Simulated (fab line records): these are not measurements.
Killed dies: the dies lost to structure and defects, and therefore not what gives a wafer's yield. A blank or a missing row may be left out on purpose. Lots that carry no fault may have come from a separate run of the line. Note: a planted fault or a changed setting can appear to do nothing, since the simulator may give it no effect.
Problem report in the 8D (eight disciplines) form, filled by code    flow gf180mcu    the parts of the form that need people (team, actions taken, sign-off) are left out

1. WHAT IS WRONG
cd_nm at GF_V5_CD_MEAS_14 reads a mean of 252.8 nm on 6 wafers of 2 lots; wafers without a fault read 260.1 nm with a standard deviation of 1.3. Measured from the usual mean, that is -5.6 standard deviations.
The step: target cd 260 nm.
First seen on wafer L267.1, day 31 20:47, on cd_sem-01. At this step, 39 wafers from 13 lots have a number in the record. Rule for "out" (also "out of limits"): further than 4 standard deviations from the usual mean. All remaining wafers that have a number are taken as sound.

2. WHAT IT IS AND WHAT IT IS NOT
question                     is                      is not
which readings at this step  cd_nm                   -
which lots                   L267, L270              L251, L254, L255, L257, L258, L259, L260, L261, L262, L266, L272
which wafers of those lots   all that have a number  -
read on which gauges         cd_sem-01               cd_sem-02
when                         from day 31 20:47       up to then (30 sound wafers); but 3 sound wafers of L272 came after

3. WHAT RULES OUT EACH SUSPECT
Counting: a tool stays on the suspect list if, at a process step up to the reading, it processed all lots that are out and no sound lot following the first of them.
- the gauge at GF_V5_CD_MEAS_14 has been ruled out. All the wafers that are out were read on cd_sem-01, but those of them that GF_V5_SOFTBAKE_10 has rows for are out there too, on other tools.
- litho_track-02 at GF_V5_SOFTBAKE_10 (time 60 s): kept. It ran every lot that is out, first L267 (day 31 11:00), and no sound lot after that; its last sound lot up to then is L262 (day 30 06:00). Out on those wafers are its own readings of heater_power_total_W, plate_temp_C.
After counting, what remains is litho_track-02 at GF_V5_SOFTBAKE_10.

4. THE CAUSE (what the simulator had put in)
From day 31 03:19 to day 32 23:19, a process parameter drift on litho_track-02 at GF_V5_SOFTBAKE_10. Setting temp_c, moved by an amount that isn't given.
The count eliminated every tool but this one.

5. THE CHAIN OF EFFECTS, in route order
Each row: a reading where the mean over the struck wafers with a number is more than 3 standard deviations away from the usual. Scope: only readings with a usual standard deviation given in the record; hours: median across lots of the time from each lot's start at the first step in this table that gives one to its start at this step; sigmas: change in usual standard deviations.
hours  step               reading               usual     on struck wafers  change  sigmas
0      GF_V5_SOFTBAKE_10  heater_power_total_W  93.05 W   89.60             -3.45   -64
0      GF_V5_SOFTBAKE_10  plate_temp_C          129.98 C  126.25            -3.73   -29
10     GF_V5_CD_MEAS_14   cd_nm                 260.1 nm  252.8             -7.3    -5.6
It contains these process steps:
- GF_V5_SOFTBAKE_10: time 60 s.
At these later measuring or inspecting steps, every struck wafer for which the step has a row has a number for every such reading, and none has moved that far: GF_V5_OVL_MEAS_15.

6. WHAT WOULD HAVE CAUGHT IT SOONER
17 hours passed between the start of the fault at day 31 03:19 and the first reading out of limits at a measuring or inspecting step in this record, taken at day 31 20:47.
At GF_V5_SOFTBAKE_10, the tool's own readings (heater_power_total_W, plate_temp_C) were out on each struck wafer the step has a row for, so an alarm limit on them would have fired on the first such wafer.
Lots out: 2; of these, L270 started GF_V5_SOFTBAKE_10 on litho_track-02 after day 31 20:47. A tool hold placed at that time would have kept it from harm.
